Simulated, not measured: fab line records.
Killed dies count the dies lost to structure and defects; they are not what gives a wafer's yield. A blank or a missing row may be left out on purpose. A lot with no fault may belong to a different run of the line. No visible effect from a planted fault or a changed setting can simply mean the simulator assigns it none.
Matching of chambers ; flow sky130 ; 4 sister chambers for SKY_LI_CONTACT_CMP_24 on cmp-02
The step polishes, stops on PSG, t overpolish 20 s, target thk 0 nm. 4 wafers are shown with their chamber, then 8 later ones without.

== WAFERS PAIRED WITH THEIR CHAMBERS ==
wafer;chamber;motor current A (A)
L251.1;0;11.2
L258.2;2;11.7
L258.3;1;9.3
L261.1;3;11.6

== WAFERS WITH NO CHAMBER GIVEN ==
wafer;motor current A (A)
L261.4;12.9
L261.6;12.4
L263.1;10.5
L263.5;11.0
L263.6;11.0
L264.1;11.8
L264.4;11.5
L264.6;11.8

== CHAMBER TAKEN BY EACH ==
wafer;from the rows above;in truth
L261.4;can't be placed: 2 or 3 or 0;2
L261.6;can't be placed: 2 or 3 or 0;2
L263.1;can't be placed: 0 or 3 or 1 or 2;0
L263.5;can't be placed: 0 or 3 or 2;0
L263.6;can't be placed: 0 or 3 or 2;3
L264.1;can't be placed: 2 or 3 or 0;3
L264.4;can't be placed: 3 or 2 or 0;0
L264.6;can't be placed: 2 or 3 or 0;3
Placed correctly: 0 of 8. Unplaceable from these rows: 8, with the true chamber sitting among the candidates in 8. Number placed wrongly: 0.
How it was worked out, from the rows above alone: a wafer's distance from a chamber is the root of the sum, over the readings, of the square of ((its reading less the chamber's mean) divided by the reading's scatter). The wafer belongs to the nearest chamber; if the next one is less than 2 further off, it can't be placed. A chamber's mean is the mean of its shown wafers. The scatter (one wafer shown for each chamber): square how far every hidden wafer sits from the nearest shown wafer, average those squares and take the square root.
